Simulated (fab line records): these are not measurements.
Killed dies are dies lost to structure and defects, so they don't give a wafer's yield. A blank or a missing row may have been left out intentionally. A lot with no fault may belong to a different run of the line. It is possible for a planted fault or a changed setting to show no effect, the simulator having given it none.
fab line records	flow sky130
[record] lots = 11	wafers = 33	last_day = 50
route steps=708 shown METAL4@629 VIA4@657 METAL5@663 PASSIVATION@682 PAD_OPEN@708
lots that met no fault: from a run of the same line without faults
start_h: hours from the record's first day to the start of the lot's first wafer shown	wait_h: time in hours since the lot's previous step	" repeats the value in the row above	L1.1+2: a single row standing in for several wafers	- no value, or no start given	* or withheld: withheld	< > ~ a bound
route shown NAME@n: a module of which the file shows steps, and the number in the route of the first	usual: the fault-free wafers' mean and standard deviation	same: alike in all rows	chamber/n: place in a boat	sites: the reading at each site	_std_site: standard deviation of those values	_edge_site: outer sites' mean less inner sites'	radius_mm: for every site, how far away it sits from the centre of the wafer	mask NAME#n: copy n	behind: the tool/chamber that last shaped the wafer	hold: why the lot went on hold/how many hours it stayed there/how the hold came to an end	device: whichever transistor did not switch (one of n, p or np)	end of line: tests run on the same wafers once the route is complete	a step without rows: its recipe alone	killed: the dies lost at the first sort to structure and to defects; this is not the yield of the wafer	map: a wafer's dies, marking killed ones x, the rest . and places with no die _
set.NAME: setting as actually run; set.NAME@STEP: the setting as run at that earlier step	model.NAME: the simulator's own value behind a step, which no gauge read
the route's steps for a sample of lots (tables are steps, rows are wafers)
services: when a tool's chamber went out of use (start_h, in hours from the record's first day, below 0 if earlier), for how many hours, and the reason
[[steps]]
[step SKY_METAL4_CD_MEAS_13]
[recipe] target_cd_nm = 300
[usual] cd_nm = 299.3/1.4
lot.wafer	tool	chamber	start_h	wait_h	cd_nm
L162.3	cd_sem-02	-	1008.88	-	296.8
L162.4	"	-	"	"	297.6
L162.6	"	-	"	"	297.5
L163.1	cd_sem-01	-	1016.10	-	298.6
L163.3	"	-	"	"	298.3
L163.4	"	-	"	"	300.2
L166.1	cd_sem-01	-	1035.02	-	299.8
L166.2	"	-	"	"	300.5
L166.4	"	-	"	"	299.6
L169.1	cd_sem-01	-	1055.34	-	298.1
L169.3	"	-	"	"	298.7
L169.4	"	-	"	"	298.0
L170.4	cd_sem-01	-	1064.05	-	299.4
L170.5	"	-	"	"	301.1
L170.6	"	-	"	"	299.8
L171.1	cd_sem-01	-	1070.92	-	296.5
L171.2	"	-	"	"	297.0
L171.5	"	-	"	"	298.8
L173.2	cd_sem-02	-	1084.45	-	298.6
L173.4	"	-	"	"	299.0
L173.5	"	-	"	"	299.3
L175.2	cd_sem-02	-	1091.83	-	298.9
L175.3	"	-	"	"	300.3
L175.4	"	-	"	"	300.6
L176.3	cd_sem-02	-	1096.90	-	301.6
L176.4	"	-	"	"	300.5
L176.6	"	-	"	"	300.2
L177.1	cd_sem-02	-	1102.36	-	298.6
L177.2	"	-	"	"	298.8
L177.4	"	-	"	"	300.2
L180.2	cd_sem-01	-	1116.26	-	298.4
L180.4	"	-	"	"	298.0
L180.6	"	-	"	"	298.4
[step SKY_VIA4_CVD_18]
[recipe] material = W	target_thk_nm = 505	time_s = 152.14	temp_c = 398.7	pressure_torr = 40
[usual] chamber_pressure_Torr = 39.99/0.082	heater_power_w = 793/85
lot.wafer	tool	chamber	start_h	wait_h	chamber_pressure_Torr	heater_power_w
L162.3	cvd_w-01	1	1033.47	0.1	39.98	758
L162.4	"	0	"	"	39.92	911
L162.6	"	0	"	"	40.01	934
L163.1	cvd_w-02	0	1040.33	0.0	39.86	719
L163.3	"	0	"	"	39.92	692
L163.4	"	1	"	"	40.09	752
L166.1	cvd_w-01	1	1060.28	0.0	40.12	736
L166.2	"	0	"	"	40.00	929
L166.4	"	0	"	"	39.98	938
L169.1	cvd_w-01	0	1077.79	0.0	39.96	951
L169.3	"	0	"	"	39.83	930
L169.4	"	1	"	"	39.92	727
L170.4	cvd_w-02	0	1086.94	0.1	40.03	708
L170.5	"	0	"	"	39.96	718
L170.6	"	1	"	"	40.03	776
L171.1	cvd_w-01	1	1093.74	0.0	40.07	747
L171.2	"	0	"	"	40.06	938
L171.5	"	1	"	"	39.97	737
L173.2	cvd_w-01	1	1107.85	0.0	39.84	743
L173.4	"	0	"	"	39.84	925
L173.5	"	1	"	"	40.05	765
L175.2	cvd_w-01	1	1113.48	0.0	40.00	750
L175.3	"	0	"	"	40.13	920
L175.4	"	1	"	"	40.10	741
L176.3	cvd_w-01	1	1119.27	0.1	40.01	736
L176.4	"	0	"	"	40.07	929
L176.6	"	0	"	"	39.96	925
L177.1	cvd_w-02	0	1124.72	0.0	40.03	721
L177.2	"	1	"	"	39.94	761
L177.4	"	0	"	"	39.84	698
L180.2	cvd_w-01	1	1138.12	0.0	40.04	744
L180.4	"	0	"	"	39.97	914
L180.6	"	1	"	"	40.05	748
[step SKY_METAL5_SPUTTER_02]
[recipe] material = AlCu	target_thk_nm = 1150	power_w = 10600	time_s = 61.2	chamber_pressure_pa = 0.4
[usual] cathode_dc_power_W = 10600/2	chamber_pressure_pa = 0.4001/0.00079	throttle_valve_pct = 29.9/1.1
lot.wafer	tool	chamber	start_h	wait_h	cathode_dc_power_W	chamber_pressure_pa	throttle_valve_pct
L162.3	pvd_sputter-03	-	1034.10	0.0	10600	0.3990	30.3
L162.4	"	-	"	"	10598	0.3995	29.0
L162.6	"	-	"	"	10600	0.3988	31.2
L163.1	pvd_sputter-01	-	1041.01	0.0	10598	0.3995	30.6
L163.3	"	-	"	"	10599	0.4010	31.2
L163.4	"	-	"	"	10601	0.3988	30.5
L166.1	pvd_sputter-02	-	1060.96	0.0	10602	0.4001	29.8
L166.2	"	-	"	"	10604	0.3999	28.9
L166.4	"	-	"	"	10599	0.3995	29.7
L169.1	pvd_sputter-02	-	1078.47	0.0	10602	0.4015	29.6
L169.3	"	-	"	"	10599	0.4001	29.4
L169.4	"	-	"	"	10602	0.4001	29.3
L170.4	pvd_sputter-01	-	1087.96	0.0	10599	0.3999	30.8
L170.5	"	-	"	"	10599	0.4000	30.6
L170.6	"	-	"	"	10599	0.3995	30.4
L171.1	pvd_sputter-01	-	1094.44	0.0	10600	0.4014	30.3
L171.2	"	-	"	"	10602	0.4005	30.5
L171.5	"	-	"	"	10596	0.3990	31.3
L173.2	pvd_sputter-02	-	1108.53	0.0	10601	0.3992	27.5
L173.4	"	-	"	"	10600	0.3996	29.6
L173.5	"	-	"	"	10599	0.4006	29.2
L175.2	pvd_sputter-03	-	1114.36	0.0	-	-	-
L175.3	"	-	"	"	-	-	-
L175.4	"	-	"	"	-	-	-
L176.3	pvd_sputter-03	-	1119.90	0.0	-	-	-
L176.4	"	-	"	"	-	-	-
L176.6	"	-	"	"	-	-	-
L177.1	pvd_sputter-03	-	1125.53	0.0	10603	0.3996	30.2
L177.2	"	-	"	"	10602	0.4005	29.6
L177.4	"	-	"	"	10601	0.4001	30.2
L180.2	pvd_sputter-03	-	1138.80	0.0	10604	0.4003	29.5
L180.4	"	-	"	"	10602	0.3992	28.5
L180.6	"	-	"	"	10597	0.4003	29.8
[step SKY_METAL5_RS_MEAS_05]
[recipe] thk_meas_gauge = four-point-probe	reads = TiN_of_METAL5_SPUTTER_04+Ti_of_METAL5_SPUTTER_03+AlCu_of_METAL5_SPUTTER_02+TiN_of_METAL5_SPUTTER_01+Ti_of_METAL5_SPUTTER_00
[usual] METAL5_ALCU_RS = 0.02715/0.0003
lot.wafer	tool	chamber	start_h	wait_h	METAL5_ALCU_RS[ohm/sq]
L162.3	film_metro-03	-	1034.25	0.1	0.02686
L162.4	"	-	"	"	0.0269
L162.6	"	-	"	"	0.02707
L163.1	film_metro-01	-	1041.13	0.0	0.02649
L163.3	"	-	"	"	0.02699
L163.4	"	-	"	"	0.02708
L166.1	film_metro-02	-	1061.08	0.0	0.02737
L166.2	"	-	"	"	0.0278
L166.4	"	-	"	"	0.02736
L169.1	film_metro-03	-	1078.58	0.0	0.0276
L169.3	"	-	"	"	0.02783
L169.4	"	-	"	"	0.02739
L170.4	film_metro-03	-	1088.14	0.1	0.02678
L170.5	"	-	"	"	0.0267
L170.6	"	-	"	"	0.02712
L171.1	film_metro-02	-	1094.55	0.0	0.02702
L171.2	"	-	"	"	0.02705
L171.5	"	-	"	"	0.02732
L173.2	film_metro-03	-	1108.67	0.0	0.02716
L173.4	"	-	"	"	0.02702
L173.5	"	-	"	"	0.02753
L175.2	film_metro-01	-	1114.50	0.0	8.6549
L175.3	"	-	"	"	8.7414
L175.4	"	-	"	"	8.6962
L176.3	film_metro-03	-	1120.06	0.1	8.7328
L176.4	"	-	"	"	8.7436
L176.6	"	-	"	"	8.7057
L177.1	film_metro-02	-	1125.65	0.0	0.02737
L177.2	"	-	"	"	0.02741
L177.4	"	-	"	"	0.02715
L180.2	film_metro-02	-	1138.94	0.0	0.02695
L180.4	"	-	"	"	0.02687
L180.6	"	-	"	"	0.02703
[step SKY_METAL5_THK_MEAS_06]
[recipe] thk_meas_gauge = xrf	reads = AlCu_of_METAL5_SPUTTER_02
[usual] METAL5_ALCU_THK = 1130/13
lot.wafer	tool	chamber	start_h	wait_h	METAL5_ALCU_THK[nm]
L162.3	film_metro-03	-	1034.35	0.1	1132
L162.4	"	-	"	"	1144
L162.6	"	-	"	"	1131
L163.1	film_metro-01	-	1041.25	0.1	1155
L163.3	"	-	"	"	1130
L163.4	"	-	"	"	1125
L166.1	film_metro-02	-	1061.20	0.1	1124
L166.2	"	-	"	"	1107
L166.4	"	-	"	"	1120
L169.1	film_metro-03	-	1078.70	0.1	1116
L169.3	"	-	"	"	1107
L169.4	"	-	"	"	1124
L170.4	film_metro-03	-	1088.23	0.1	1140
L170.5	"	-	"	"	1153
L170.6	"	-	"	"	1132
L171.1	film_metro-02	-	1094.67	0.1	1141
L171.2	"	-	"	"	1145
L171.5	"	-	"	"	1129
L173.2	film_metro-03	-	1108.78	0.1	1121
L173.4	"	-	"	"	1128
L173.5	"	-	"	"	1109
L175.2	film_metro-01	-	1114.61	0.1	<1
L175.3	"	-	"	"	<1
L175.4	"	-	"	"	<1
L176.3	film_metro-03	-	1120.16	0.1	<1
L176.4	"	-	"	"	<1
L176.6	"	-	"	"	<1
L177.1	film_metro-02	-	1125.77	0.1	1135
L177.2	"	-	"	"	1125
L177.4	"	-	"	"	1142
L180.2	film_metro-02	-	1139.05	0.1	1148
L180.4	"	-	"	"	1146
L180.6	"	-	"	"	1148
[step SKY_PASSIVATION_THK_MEAS_01]
[recipe] reads = SiO2_of_PASSIVATION_CVD_00
[usual] PASSIVATION_CVD_00_THK = 89.9/1.2
lot.wafer	tool	chamber	start_h	wait_h	PASSIVATION_CVD_00_THK[nm]
L162.3	film_metro-04	-	1057.17	-	88.7
L162.4	"	-	"	"	89.4
L162.6	"	-	"	"	88.7
L163.1	film_metro-02	-	1064.06	-	89.1
L163.3	"	-	"	"	88.6
L163.4	"	-	"	"	90.4
L166.1	film_metro-04	-	1083.40	-	89.1
L166.2	"	-	"	"	88.5
L166.4	"	-	"	"	91.8
L169.1	film_metro-04	-	1100.06	-	88.6
L169.3	"	-	"	"	88.9
L169.4	"	-	"	"	90.5
L170.4	film_metro-04	-	1108.86	-	90.2
L170.5	"	-	"	"	91.7
L170.6	"	-	"	"	90.7
L171.1	film_metro-04	-	1115.25	-	90.8
L171.2	"	-	"	"	88.8
L171.5	"	-	"	"	91.9
L173.2	film_metro-02	-	1129.23	-	90.6
L173.4	"	-	"	"	90.4
L173.5	"	-	"	"	91.2
L177.1	film_metro-04	-	1144.82	-	90.2
L177.2	"	-	"	"	89.8
L177.4	"	-	"	"	92.9
L180.2	film_metro-02	-	1157.59	-	89.2
L180.4	"	-	"	"	90.0
L180.6	"	-	"	"	90.7
[step SKY_PAD_OPEN_PROBE_99]
[usual] defect_limited_yield = 82.2/2.2	killed_at_M0_to_M3 = 45/7.1	killed_at_M4_up = 3.0/1.8	killed_at_contacts = 24/5.4	killed_at_front_end = 16/4.9	killed_at_other = 0.3/0.63	killed_dies = 88/11	killed_on_rim = 17/3.4	killed_open = 47/7.4	killed_short = 40/7	sort_bin_3_pad_short = 1.0/0.43	sort_bin_5_function = 10.6/1.7	sort_bin_6_memory = 6.3/1.1	sort_n_pass = 404/11	sort_yield_pct = 82.2/2.2
[same] gross_dies = 492	killed_at_back_side = 0	sort_bin_4_leakage[%] = 0	sort_bin_8_speed[%] = 0
lot.wafer	tool	chamber	start_h	wait_h	defect_limited_yield[%]	killed_at_M0_to_M3	killed_at_M4_up	killed_at_contacts	killed_at_front_end	killed_at_other	killed_dies	killed_on_rim	killed_open	killed_short	sort_bin_3_pad_short[%]	sort_bin_5_function[%]	sort_bin_6_memory[%]	sort_n_pass	sort_yield_pct[%]
L166.1	prober-02	-	1125.62	0.1	85.4	40	1	18	13	0	72	19	41	31	0.2	8.9	5.5	420	85.4
L166.2	prober-02	-	1125.67	0.1	81.9	44	1	21	23	0	89	20	45	44	0.6	10.8	6.7	403	81.9
L166.4	prober-02	-	1125.77	0.2	83.1	45	3	25	10	0	83	24	46	36	1.4	10.4	5.1	409	83.1
L169.1	prober-02	-	1141.84	0.1	82.9	41	2	27	14	0	84	11	51	33	1.2	10.2	5.7	408	82.9
L169.3	prober-02	-	1141.94	0.2	84.3	42	1	24	10	0	77	16	44	33	0.8	8.5	6.3	415	84.3
L169.4	prober-02	-	1141.99	0.2	83.3	36	1	28	17	0	82	17	46	36	1.2	10.0	5.5	410	83.3
L173.2	prober-02	-	1167.26	0.1	82.9	47	2	16	18	1	84	11	48	35	1.0	10.8	5.3	408	82.9
L175.2	prober-02	-	1173.25	0.1	0	52	409	22	9	0	492	96	43	44	1.6	93.1	5.3	0	0
L175.3	prober-02	-	1173.30	0.2	0	48	409	24	10	1	492	96	48	34	0.8	92.3	6.9	0	0
L175.4	prober-02	-	1173.35	0.2	0	52	406	16	18	0	492	96	45	46	0.6	91.9	7.5	0	0
L176.3	prober-01	-	1177.74	0.2	0	35	420	24	13	0	492	96	45	32	0.6	92.3	7.1	0	0
L176.4	prober-01	-	1177.79	0.2	0	35	424	23	10	0	492	96	43	27	0.6	94.7	4.7	0	0
L176.6	prober-01	-	1177.89	0.2	0	31	410	32	19	0	492	96	41	47	0.8	92.3	6.9	0	0
// killed by level:class
L166.1 VIA1:geometric_particle:open=11 VIA3:geometric_particle:open=7 CONTACT:geometric_particle:open=7 FIELD_ISO:geometric_particle:short=6 VIA2:geometric_particle:open=5 VIA1:geometric_particle:short=4 LI_CONTACT:geometric_particle:open=4 CONTACT:geometric_particle:short=4
L166.2 CONTACT:geometric_particle:open=9 VIA1:geometric_particle:open=9 VIA2:geometric_particle:open=7 METAL3:geometric_particle:short=7 POLY_GATE:geometric_particle:short=6 FIELD_ISO:geometric_particle:short=5 METAL1:geometric_particle:short=5 LI_CONTACT:geometric_particle:open=5
L166.4 VIA1:geometric_particle:open=11 VIA3:geometric_particle:open=9 CONTACT:geometric_particle:open=7 LI_CONTACT:geometric_particle:open=7 VIA1:geometric_particle:short=7 METAL1:geometric_particle:short=6 VIA2:geometric_particle:open=5 FIELD_ISO:geometric_particle:open=4
L169.1 CONTACT:geometric_particle:open=12 VIA1:geometric_particle:open=8 LI_CONTACT:geometric_particle:open=7 VIA1:geometric_particle:short=6 METAL2:geometric_particle:short=6 VIA3:geometric_particle:open=6 FIELD_ISO:geometric_particle:short=4 VIA2:geometric_particle:open=4
L169.3 VIA1:geometric_particle:open=12 CONTACT:geometric_particle:open=8 LI_CONTACT:geometric_particle:open=7 CONTACT:geometric_particle:short=5 VIA1:geometric_particle:short=5 METAL2:geometric_particle:short=5 VIA2:geometric_particle:open=5 VIA3:geometric_particle:open=4
L169.4 METAL2:geometric_particle:short=11 CONTACT:geometric_particle:open=11 LI_CONTACT:geometric_particle:open=8 CONTACT:geometric_particle:short=6 POLY_GATE:geometric_particle:open=5 METAL1:geometric_particle:open=5 FIELD_ISO:geometric_particle:short=4 VIA2:geometric_particle:open=4
L173.2 VIA1:geometric_particle:open=14 VIA2:geometric_particle:open=9 FIELD_ISO:geometric_particle:open=6 LOCAL_INTERCONNECT:geometric_particle:short=5 VIA2:geometric_particle:short=5 VIA3:geometric_particle:open=5 POLY_GATE:geometric_particle:short=4 POLY_GATE:geometric_particle:open=4
L175.2 METAL5:area_sputter=404 VIA1:geometric_particle:open=13 VIA3:geometric_particle:short=9 VIA2:geometric_particle:open=8 CONTACT:geometric_particle:short=7 VIA1:geometric_particle:short=6 LI_CONTACT:geometric_particle:open=5 METAL1:geometric_particle:short=5
L175.3 METAL5:area_sputter=409 VIA1:geometric_particle:open=12 LI_CONTACT:geometric_particle:open=9 CONTACT:geometric_particle:open=9 VIA1:geometric_particle:short=8 VIA3:geometric_particle:open=7 VIA3:geometric_particle:short=5 VIA2:geometric_particle:open=4
L175.4 METAL5:area_sputter=401 VIA1:geometric_particle:open=18 METAL1:geometric_particle:short=7 VIA1:geometric_particle:short=6 FIELD_ISO:geometric_particle:short=5 POLY_GATE:geometric_particle:short=5 VIA3:geometric_particle:open=5 LI_CONTACT:geometric_particle:open=5
L176.3 METAL5:area_sputter=415 VIA1:geometric_particle:open=8 VIA3:geometric_particle:open=8 CONTACT:geometric_particle:open=7 LI_CONTACT:geometric_particle:open=6 VIA2:geometric_particle:open=5 POLY_GATE:geometric_particle:short=4 SPACER:geometric_particle:short=4
L176.4 METAL5:area_sputter=422 VIA1:geometric_particle:open=13 LI_CONTACT:geometric_particle:open=7 CONTACT:geometric_particle:open=6 FIELD_ISO:geometric_particle:open=4 LOCAL_INTERCONNECT:geometric_particle:short=4 VIA1:geometric_particle:short=4 VIA2:geometric_particle:open=4
L176.6 METAL5:area_sputter=404 CONTACT:geometric_particle:open=11 FIELD_ISO:geometric_particle:short=7 LI_CONTACT:geometric_particle:open=6 LOCAL_INTERCONNECT:geometric_particle:short=6 VIA1:geometric_particle:open=6 METAL3:geometric_particle:short=6 FIELD_ISO:geometric_particle:open=4
[[services]]
tool	chamber	start_h	hours	kind
pvd_sputter-02	-	1012.24	4.2	repair
pvd_sputter-01	1	1025.22	-	consumable_replace:kit
pvd_sputter-01	1	1025.22	18.0	scheduled_down
pvd_sputter-01	1	1025.22	18.0	vent_cycle
pvd_sputter-02	-	1036.83	2.9	repair
pvd_sputter-02	1	1063.13	-	consumable_replace:kit
pvd_sputter-02	1	1063.13	18.0	scheduled_down
pvd_sputter-02	1	1063.13	18.0	vent_cycle
pvd_sputter-02	-	1079.05	4.1	repair
cvd_w-01	0	1113.81	2.0	repair
pvd_sputter-03	3	1114.48	-	consumable_replace:kit
pvd_sputter-03	3	1114.48	18.0	scheduled_down
pvd_sputter-03	3	1114.48	18.0	vent_cycle
pvd_sputter-01	0	1135.21	-	consumable_replace:kit
pvd_sputter-01	0	1135.21	18.0	scheduled_down
pvd_sputter-01	0	1135.21	18.0	vent_cycle
pvd_sputter-02	-	1137.35	3.4	repair
[[key]]
[first_sign] step = SKY_METAL5_SPUTTER_02	reading = tool_record	direction = missing
[effect] step = SKY_METAL5_RS_MEAS_05	reading = METAL5_ALCU_RS	direction = up	sigmas = 99+	usual = 0.02715	struck = 8.7124
[effect] step = SKY_METAL5_THK_MEAS_06	reading = METAL5_ALCU_THK	direction = down	sigmas = 89	usual = 1130	struck = <1
[effect] step = SKY_PAD_OPEN_PROBE_99	reading = killed_at_M4_up	direction = up	sigmas = 99+	usual = 3.0	struck = 413
[more_kills_born_at] SKY_METAL5_SPUTTER_02@pvd_sputter-03 = 2455
met_at SKY_METAL5_SPUTTER_02
struck_lots L175,L176
later_rows_left_out L175.2,L175.3,L175.4,L176.3,L176.4,L176.6
not_acting_at SKY_METAL4_CD_MEAS_13,SKY_VIA4_CVD_18,SKY_PASSIVATION_THK_MEAS_01
onset_between 1034.10 1114.36
[fault] kind = skipped_step_whole	tool = pvd_sputter-03	chamber = -	onset_h = 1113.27	steps = SKY_METAL5_SPUTTER_02	scope = struck_lots_only
// later_rows_left_out: the simulator's readings of these wafers behind a module that went badly wrong aren't trusted and aren't shown, but for the sort
